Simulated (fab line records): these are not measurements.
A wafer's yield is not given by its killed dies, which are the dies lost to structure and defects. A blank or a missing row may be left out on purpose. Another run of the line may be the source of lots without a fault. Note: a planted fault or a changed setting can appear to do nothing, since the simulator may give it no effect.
Struck lot and sound lot, side by side ; flow sky130 ; 17 steps out of a route of 708
Sound: these wafers, L287.3, L287.4, L287.5. Struck: wafer L307.6 (left out: L307.3, L307.5 of the same lot, which were not struck); the cause appears at the end.
For every step that has rows: the tool of each side, followed by ch and its chambers, followed by its first start. Under that, the readings that differ: sound wafers ; struck wafers ; difference of the means ; sigmas: that difference in standard deviations of wafers without a fault.
alike: readings whose means differ by less than 2 such deviations, and words and numbers that are the same on both sides. not compared: withheld readings, readings that some wafer has no value for, bounds like >300 that may hide the same value, and numbers for which the record gives no deviation and whose values overlap.
A row with sigmas, a row that says differs or no value, or rows on one side alone: a step with any of these is where the two part. When numbers do not overlap yet have no deviation, they are printed without sigmas and do not part them. A reading that every wafer of one side lacks parts them only if that side has two wafers or more.

first, 3 steps without rows for these wafers: SKY_LI_CONTACT_EXPOSE_09 (exposes mask LICM1, target cd 170 nm); SKY_LI_CONTACT_PEB_10; SKY_LI_CONTACT_DEVELOP_11 (develop time 60 s).
SKY_LI_CONTACT_CD_MEAS_12: the cd target is 170 nm.
  sound on cd_sem-01, day 29 04:29; struck on cd_sem-01, day 35 12:49
  alike: cd_nm
SKY_LI_CONTACT_OVL_MEAS_13:
  sound on overlay-02, day 29 04:35; struck on overlay-02, day 35 12:54
  alike: LI_CONTACT_OVL
SKY_LI_CONTACT_ETCH_14: etches BARC in N2/H2, stops on SiO2, time 45.9 s, target depth 60 nm.
  sound on rie_diel-01 ch 0,1,2, day 29 04:37; struck on rie_diel-01 ch 3, day 35 12:55
  alike: drypump_motor_current_A, oes_product_au, throttle_valve_pct
  not compared: rf_hours_counter_h
then, 1 step without rows for these wafers: SKY_LI_CONTACT_ETCH_15 (etches PSG in C4F8/O2/Ar, stops on Si, target depth 600 nm).
SKY_LI_CONTACT_STRIP_16: strips in O2/N2.
  sound on plasma_asher-04 ch 0,1, day 29 04:46; struck on plasma_asher-02 ch 0, day 35 13:05
reading;sound;struck;difference;sigmas
drypump_motor_current_A (A);5.9 5.8 5.8;6.6;+0.8;+2
  alike: oes_product_au, strip_time_to_endpoint_s
  not compared: rf_hours_counter_h
then, 2 steps without rows for these wafers: SKY_LI_CONTACT_CLEAN_17 (cleans in NMP, time 600 s); SKY_LI_CONTACT_PRE_CLEAN_18 (time 5.6 s).
SKY_LI_CONTACT_SPUTTER_19: material Ti, target thk 20 nm, time 106.37 s.
  sound on pvd_sputter-01, day 29 05:02; struck on pvd_sputter-01, day 35 13:21
  alike: throttle_valve_pct
SKY_LI_CONTACT_SPUTTER_20: material TiN, target thk 20 nm, time 80 s.
  sound on pvd_sputter-01, day 29 05:07; struck on pvd_sputter-01, day 35 13:25
  alike: throttle_valve_pct
SKY_LI_CONTACT_CVD_21: deposits W, target thk 400 nm, time 120.56 s.
  sound on cvd_w-02 ch 0,1, day 29 05:13; struck on cvd_w-01 ch 0, day 35 13:32
reading;sound;struck;difference;sigmas
model.W_of_LI_CONTACT_CVD_21.thk_nm (nm);400.3 401.8 402;517.3;+115.9;
  alike: heater_power_w
SKY_LI_CONTACT_RS_MEAS_22: a four-point-probe measurement.
  sound on film_metro-02, day 29 05:20; struck on film_metro-01, day 35 13:39
reading;sound;struck;difference;sigmas
LI_CONTACT_W_RS (ohm/sq);0.285 0.284 0.284;0.220;-0.064;-18
SKY_LI_CONTACT_THK_MEAS_23: measures by xrf.
  sound on film_metro-02, day 29 05:26; struck on film_metro-01, day 35 13:45
reading;sound;struck;difference;sigmas
LI_CONTACT_W_THK (nm);381 381 381;499;+118;+17
SKY_LI_CONTACT_CMP_24: polishes, stops on PSG, t overpolish 20 s, target thk 0 nm.
  sound on cmp-01 ch 1,2, day 29 05:28; struck on cmp-02 ch 1, day 35 13:47
reading;sound;struck;difference;sigmas
time_to_endpoint_s (s);96 99 97;125;+28;+8
  alike: motor_current_A
SKY_LOCAL_INTERCONNECT_SPUTTER_00: material TiN, target thk 100 nm, time 83.3 s.
  sound on pvd_sputter-01, day 29 05:46; struck on pvd_sputter-04, day 35 14:05
  alike: throttle_valve_pct

## WHERE THEY PART
At SKY_LI_CONTACT_STRIP_16 first; at SKY_LI_CONTACT_CMP_24 last (within this record only). Later steps at which nothing parts them and some readings are alike: SKY_LOCAL_INTERCONNECT_SPUTTER_00.

WHY: the cause the simulator had injected
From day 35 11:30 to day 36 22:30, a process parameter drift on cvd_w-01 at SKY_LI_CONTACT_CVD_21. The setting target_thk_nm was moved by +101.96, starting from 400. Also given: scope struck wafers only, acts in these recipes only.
